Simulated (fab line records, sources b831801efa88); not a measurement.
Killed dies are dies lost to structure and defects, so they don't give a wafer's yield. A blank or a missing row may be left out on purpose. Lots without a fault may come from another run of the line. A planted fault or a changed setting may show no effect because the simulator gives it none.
fab line records | flow sky130
record lots=14 wafers=40 last_day=50
route steps=708 shown VT_ADJUST_LVTN@107 VT_ADJUST_NCORE@127 VT_ADJUST_HVTR@139 PAD_OPEN@708
lots that met no fault: from a run of the same line without faults
start_h: hours from the record's first day to the start of the lot's first wafer shown | wait_h: hours since the lot's step before | " the same as in the row above | L1.1+2: a row that stands for several wafers | - no value, or no start given | * or withheld: withheld | < > ~ a bound
route shown NAME@n: a module of which the file shows steps, and the number in the route of the first | usual: mean/standard deviation of fault-free wafers | same: alike in all rows | chamber/n: place in a boat | sites: the reading at each site | _std_site: their standard deviation | _edge_site: outer sites' mean less inner sites' | radius_mm: how far each site lies from the wafer's centre | mask NAME#n: copy n | behind: the tool/chamber that last shaped the wafer | hold: why the lot was held/for how many hours/how that ended | device: the transistor (n, p or np) that didn't switch | end of line: the same wafers' tests at the end of the route | a step without rows: its recipe alone | killed: dies lost to structure and defects at the first sort, not the wafer's yield | map: a wafer's dies, x killed, . not, _ none there
set.NAME: the setting as run; set.NAME@STEP: as run at that earlier step | model.NAME: the simulator's own value behind a step, which no gauge read
steps of the route over a sample of lots; a table a step, a row a wafer
services: from which hour (start_h, from the record's first day; less than 0 if before it) a tool's chamber was out of use, for how many hours, and why
## steps
# step SKY_VT_ADJUST_LVTN_TW_MEAS_10
# usual VT_ADJUST_LVTN_TW=240.8/2.6
# columns lot.wafer tool chamber start_h wait_h VT_ADJUST_LVTN_TW
L435.1 film_metro-04 - 148.32 0.1 237.7
L435.2 " - " " 237.8
L435.6 " - " " 237.4
L436.3 film_metro-04 - 157.62 0.1 237.4
L436.5 " - " " 237.8
L436.6 " - " " 238.3
L440.3 film_metro-01 - 183.59 0.1 244.9
L440.5 " - " " 244.9
L441.1 film_metro-02 - 185.52 0.1 240.6
L441.2 " - " " 240.0
L443.3 film_metro-04 - 203.82 0.1 240.0
L443.4 " - " " 238.1
L443.5 " - " " 239.4
L446.1 film_metro-02 - 224.50 0.1 240.4
L446.4 " - " " 239.1
L446.5 " - " " 239.9
L447.2 film_metro-04 - 228.86 0.1 236.4
L447.5 " - " " 239.1
L447.6 " - " " 238.1
L450.1 film_metro-02 - 245.47 0.1 241.2
L450.2 " - " " 240.3
L450.3 " - " " 241.0
L452.3 film_metro-04 - 264.25 0.1 240.1
L452.5 " - " " 238.9
L452.6 " - " " 239.7
L453.2 film_metro-01 - 271.53 0.1 245.1
L453.5 " - " " 244.4
L453.6 " - " " 243.6
L454.2 film_metro-02 - 278.71 0.1 239.6
L454.3 " - " " 241.4
L454.4 " - " " 240.4
L455.4 film_metro-04 - 280.90 0.1 239.1
L455.5 " - " " 239.1
L455.6 " - " " 239.5
L456.1 film_metro-04 - 285.62 0.1 239.1
L456.3 " - " " 238.6
L456.5 " - " " 237.9
L457.1 film_metro-01 - 293.08 0.1 246.2
L457.2 " - " " 245.6
L457.5 " - " " 243.8
# step SKY_VT_ADJUST_LVTN_IMPLANT_19
# recipe species=B energy_kev=30 dose_cm2=6.5e+11 tilt_deg=withheld
# usual beam_on_s=9.97/0.22 faraday_current_uA=3.68/0.08
# columns lot.wafer tool chamber start_h wait_h beam_on_s faraday_current_uA
L435.1 implanter-01 0 168.73 0.0 10.13 3.60
L435.2 " 0 " " 10.24 3.59
L435.6 " 0 " " 10.09 3.64
L436.3 implanter-04 0 178.35 0.1 10.04 3.65
L436.5 " 0 " " 10.04 3.65
L436.6 " 0 " " 9.88 3.71
L440.3 implanter-01 0 205.27 0.1 9.54 3.81
L440.5 " 0 " " 12.83 2.86
L441.1 implanter-01 0 206.60 0.0 12.98 2.80
L441.2 " 0 " " 9.64 3.81
L443.3 implanter-01 0 225.43 0.1 9.85 3.73
L443.4 " 0 " " 9.84 3.73
L443.5 " 0 " " 12.78 2.87
L446.1 implanter-02 0 246.63 0.0 9.89 3.72
L446.4 " 0 " " 10.07 3.64
L446.5 " 0 " " 9.84 3.74
L447.2 implanter-02 0 253.01 0.0 10.06 3.65
L447.5 " 0 " " 9.74 3.74
L447.6 " 0 " " 10.15 3.60
L450.1 implanter-04 0 268.73 0.0 9.99 3.68
L450.2 " 0 " " 9.87 3.72
L450.3 " 0 " " 9.90 3.70
L452.3 implanter-04 0 288.85 0.1 9.99 3.67
L452.5 " 0 " " 10.01 3.66
L452.6 " 0 " " 9.47 3.85
L453.2 implanter-04 0 295.81 0.0 9.83 3.74
L453.5 " 0 " " 10.03 3.67
L453.6 " 0 " " 10.28 3.58
L454.2 implanter-04 0 303.82 0.0 9.94 3.69
L454.3 " 0 " " 9.82 3.74
L454.4 " 0 " " 9.98 3.66
L455.4 implanter-02 0 306.12 0.1 9.87 3.71
L455.5 " 0 " " 10.02 3.65
L455.6 " 0 " " 10.36 3.55
L456.1 implanter-01 0 311.02 0.0 9.69 3.80
L456.3 " 0 " " 10.42 3.51
L456.5 " 0 " " 10.05 3.63
L457.1 implanter-01 0 319.03 0.0 9.63 3.79
L457.2 " 0 " " 9.97 3.66
L457.5 " 0 " " 10.04 3.63
# step SKY_VT_ADJUST_LVTN_TW_MEAS_21
# usual VT_ADJUST_LVTN_2_TW=187.7/2.2
# columns lot.wafer tool chamber start_h wait_h VT_ADJUST_LVTN_2_TW
L435.1 film_metro-04 - 168.98 0.1 186.8
L435.2 " - " " 185.4
L435.6 " - " " 186.4
L436.3 film_metro-01 - 178.57 0.1 191.3
L436.5 " - " " 191.8
L436.6 " - " " 190.7
L440.3 film_metro-01 - 205.49 0.1 190.6
L440.5 " - " " 203.6
L441.1 film_metro-02 - 206.85 0.1 199.1
L441.2 " - " " 187.2
L443.3 film_metro-01 - 225.65 0.1 189.1
L443.4 " - " " 189.7
L443.5 " - " " 202.2
L446.1 film_metro-02 - 246.88 0.1 186.7
L446.4 " - " " 187.7
L446.5 " - " " 187.7
L447.2 film_metro-01 - 253.24 0.1 191.0
L447.5 " - " " 190.3
L447.6 " - " " 191.7
L450.1 film_metro-02 - 268.98 0.1 186.9
L450.2 " - " " 186.8
L450.3 " - " " 188.1
L452.3 film_metro-01 - 289.07 0.1 190.3
L452.5 " - " " 191.7
L452.6 " - " " 191.5
L453.2 film_metro-01 - 296.04 0.1 190.8
L453.5 " - " " 190.2
L453.6 " - " " 190.4
L454.2 film_metro-04 - 304.06 0.1 185.8
L454.3 " - " " 186.5
L454.4 " - " " 185.1
L455.4 film_metro-02 - 306.33 0.1 187.6
L455.5 " - " " 187.2
L455.6 " - " " 186.6
L456.1 film_metro-02 - 311.27 0.1 187.7
L456.3 " - " " 187.3
L456.5 " - " " 188.6
L457.1 film_metro-04 - 319.28 0.1 185.4
L457.2 " - " " 185.6
L457.5 " - " " 184.2
# step SKY_VT_ADJUST_NCORE_OVL_MEAS_08
# usual VT_ADJUST_NCORE_OVL=0.1/1.4
# columns lot.wafer tool chamber start_h wait_h VT_ADJUST_NCORE_OVL[nm]
L435.1 overlay-01 - 190.22 0.1 -2.4
L435.2 " - " " 2.3
L435.6 " - " " -0.6
L436.3 overlay-01 - 199.51 0.1 1.6
L436.5 " - " " 2.0
L436.6 " - " " 1.9
L440.3 overlay-02 - 227.63 0.1 -0.4
L440.5 " - " " 0.6
L441.1 overlay-02 - 228.57 0.1 -0.4
L441.2 " - " " 0.3
L443.3 overlay-01 - 247.98 0.1 0.6
L443.4 " - " " -1.2
L443.5 " - " " -0.6
L446.1 overlay-01 - 270.12 0.1 -2.8
L446.4 " - " " -0.9
L446.5 " - " " -3.2
L447.2 overlay-02 - 277.39 0.1 -1.2
L447.5 " - " " -1.2
L447.6 " - " " -0.1
L450.1 overlay-01 - 294.10 0.1 1.9
L450.2 " - " " -0.1
L450.3 " - " " -2.0
L452.3 overlay-02 - 314.26 0.1 -3.8
L452.5 " - " " -4.1
L452.6 " - " " -1.3
L453.2 overlay-01 - 321.79 0.1 -1.1
L453.5 " - " " -2.1
L453.6 " - " " -3.0
L454.2 overlay-02 - 329.86 0.1 -0.8
L454.3 " - " " 0.3
L454.4 " - " " 0.1
L455.4 overlay-02 - 332.55 0.1 -0.2
L455.5 " - " " 1.7
L455.6 " - " " 2.1
L456.1 overlay-02 - 337.25 0.1 1.6
L456.3 " - " " 0.3
L456.5 " - " " -1.4
L457.1 overlay-02 - 345.88 0.1 1.3
L457.2 " - " " -0.3
L457.5 " - " " -0.2
# step SKY_VT_ADJUST_HVTR_OVL_MEAS_08
# usual VT_ADJUST_HVTR_OVL=-0.1/1.5
# columns lot.wafer tool chamber start_h wait_h VT_ADJUST_HVTR_OVL[nm]
L435.1 overlay-02 - 212.12 0.1 1.7
L435.2 " - " " 0.7
L435.6 " - " " 1.0
L436.3 overlay-01 - 221.68 0.1 1.4
L436.5 " - " " 0.3
L436.6 " - " " -1.2
L440.3 overlay-02 - 251.21 0.1 0.3
L440.5 " - " " 0.3
L441.1 overlay-02 - 252.27 0.1 3.9
L441.2 " - " " 1.6
L443.3 overlay-02 - 272.81 0.1 2.2
L443.4 " - " " 1.2
L443.5 " - " " 0.4
L446.1 overlay-01 - 295.30 0.1 -2.9
L446.4 " - " " -0.3
L446.5 " - " " -0.1
L447.2 overlay-02 - 303.11 0.1 0.0
L447.5 " - " " -0.2
L447.6 " - " " 0.2
L450.1 overlay-02 - 319.90 0.1 -0.9
L450.2 " - " " -0.3
L450.3 " - " " 0.6
L452.3 overlay-02 - 341.05 0.1 -2.5
L452.5 " - " " 0.3
L452.6 " - " " -2.3
L453.2 overlay-02 - 348.98 0.1 -0.2
L453.5 " - " " 0.6
L453.6 " - " " -4.2
L454.2 overlay-01 - 356.57 0.1 -0.7
L454.3 " - " " -2.7
L454.4 " - " " -2.5
L455.4 overlay-01 - 359.34 0.1 -0.6
L455.5 " - " " -1.8
L455.6 " - " " -1.0
L456.1 overlay-01 - 364.57 0.1 -0.5
L456.3 " - " " -1.1
L456.5 " - " " -1.6
L457.1 overlay-02 - 373.60 0.1 2.1
L457.2 " - " " 2.4
L457.5 " - " " 2.0
# step SKY_PAD_OPEN_PROBE_99
# usual killed_at_M0_to_M3=43/7.7 killed_at_M4_up=3.1/1.7 killed_at_contacts=23/4.8 killed_at_front_end=15/4.5 killed_at_other=0.3/0.58 killed_dies=85/10 killed_open=46/7.5 killed_short=38/6.5
# same gross_dies=492 killed_at_back_side=0
# columns lot.wafer tool chamber start_h wait_h killed_at_M0_to_M3 killed_at_M4_up killed_at_contacts killed_at_front_end killed_at_other killed_dies killed_open killed_short
L440.3 prober-01 - 1116.68 0.2 52 4 17 17 0 90 49 41
L440.5 prober-01 - 1116.78 0.2 38 1 23 17 0 79 41 38
L441.1 prober-02 - 1116.69 0.1 42 3 23 19 1 88 47 40
L441.2 prober-02 - 1116.74 0.1 51 2 26 12 0 91 39 49
L443.3 prober-02 - 1129.60 0.2 39 4 25 21 0 89 47 42
L443.4 prober-02 - 1129.65 0.2 44 4 25 11 0 84 47 37
L443.5 prober-02 - 1129.70 0.2 54 1 26 14 1 96 62 34
L446.1 prober-02 - 1152.42 0.1 62 3 18 12 2 97 49 47
L446.4 prober-02 - 1152.57 0.2 41 2 30 13 0 86 47 39
# killed by level:class
L440.3 FIELD_ISO:geometric_particle:open=9 VIA1:geometric_particle:open=9 METAL1:geometric_particle:short=8 VIA3:geometric_particle:open=8 CONTACT:geometric_particle:open=7 VIA1:geometric_particle:short=6 VIA2:geometric_particle:open=6 CONTACT:geometric_particle:short=5
L441.1 CONTACT:geometric_particle:open=11 VIA1:geometric_particle:open=8 VIA2:geometric_particle:open=7 METAL2:geometric_particle:short=7 CONTACT:geometric_particle:short=6 POLY_GATE:geometric_particle:open=5 VIA1:geometric_particle:short=5 METAL2:geometric_particle:open=4
L441.2 METAL2:geometric_particle:short=12 VIA1:geometric_particle:open=9 CONTACT:geometric_particle:open=9 FIELD_ISO:geometric_particle:short=6 LI_CONTACT:geometric_particle:open=6 METAL3:geometric_particle:short=6 METAL1:geometric_particle:short=5 CONTACT:geometric_particle:short=4
L440.5 VIA3:geometric_particle:open=8 CONTACT:geometric_particle:short=7 METAL1:geometric_particle:short=6 LI_CONTACT:geometric_particle:open=5 CONTACT:geometric_particle:open=5 VIA1:geometric_particle:open=5 METAL2:geometric_particle:short=4 VIA3:geometric_particle:short=4
L443.3 VIA1:geometric_particle:open=11 CONTACT:geometric_particle:open=10 METAL2:geometric_particle:short=8 FIELD_ISO:geometric_particle:short=7 LI_CONTACT:geometric_particle:open=6 POLY_GATE:geometric_particle:short=4 POLY_GATE:geometric_particle:open=4 METAL1:geometric_particle:short=4
L443.4 CONTACT:geometric_particle:open=12 METAL2:geometric_particle:short=8 VIA1:geometric_particle:open=7 LI_CONTACT:geometric_particle:open=6 METAL1:geometric_particle:short=6 VIA1:geometric_particle:short=6 VIA3:geometric_particle:open=5 POLY_GATE:geometric_particle:open=4
L443.5 VIA1:geometric_particle:open=12 CONTACT:geometric_particle:open=11 VIA2:geometric_particle:open=10 LI_CONTACT:geometric_particle:open=9 VIA2:geometric_particle:short=6 POLY_GATE:geometric_particle:open=4 VIA3:geometric_particle:open=4 METAL1:geometric_particle:short=4
L446.1 VIA2:geometric_particle:open=12 VIA1:geometric_particle:open=11 METAL1:geometric_particle:short=8 METAL2:geometric_particle:short=7 LI_CONTACT:geometric_particle:open=6 CONTACT:geometric_particle:open=6 VIA2:geometric_particle:short=5 VIA3:geometric_particle:short=5
L446.4 CONTACT:geometric_particle:open=14 VIA1:geometric_particle:open=11 VIA3:geometric_particle:open=7 POLY_GATE:geometric_particle:short=6 LOCAL_INTERCONNECT:geometric_particle:short=6 VIA1:geometric_particle:short=6 LI_CONTACT:geometric_particle:open=4 METAL1:geometric_particle:short=4
## services
# columns tool chamber start_h hours kind
implanter-04 - 146.79 3.5 pm
implanter-04 - 159.03 2.7 pm
implanter-02 - 168.80 2.5 pm
implanter-04 - 245.21 0.5 repair
implanter-04 - 249.63 1.3 repair
implanter-04 - 254.66 11.3 pm
implanter-02 - 267.09 1.9 repair
## key
first_sign step=SKY_VT_ADJUST_LVTN_IMPLANT_19 reading=beam_on_s direction=up sigmas=13 usual=9.97 struck=12.86
effect step=SKY_VT_ADJUST_LVTN_IMPLANT_19 reading=faraday_current_uA direction=down sigmas=10 usual=3.68 struck=2.85
effect step=SKY_VT_ADJUST_LVTN_TW_MEAS_21 reading=VT_ADJUST_LVTN_2_TW direction=up sigmas=6.5 usual=187.7 struck=201.7
met_at SKY_VT_ADJUST_LVTN_IMPLANT_19
struck_lots L440,L441,L443
struck_wafers L440.5,L441.1,L443.5
tester_left_out L440,L441,L443
not_acting_at SKY_VT_ADJUST_LVTN_TW_MEAS_10,SKY_VT_ADJUST_NCORE_OVL_MEAS_08,SKY_VT_ADJUST_HVTR_OVL_MEAS_08
onset_between 168.73 205.27
fault kind=process_parameter_drift tool=implanter-01 chamber=- onset_h=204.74 steps=SKY_VT_ADJUST_LVTN_IMPLANT_19 channel=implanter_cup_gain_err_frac offset=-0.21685 shape=step end_h=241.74 scope=struck_wafers_only
# tester_left_out: of these lots the tester's yield and bins aren't shown, on N5 and GAA mostly nor the transistor test; their killed dies are dies lost to structure and defects alone, not to doping, threshold or leakage, so they don't give the yield
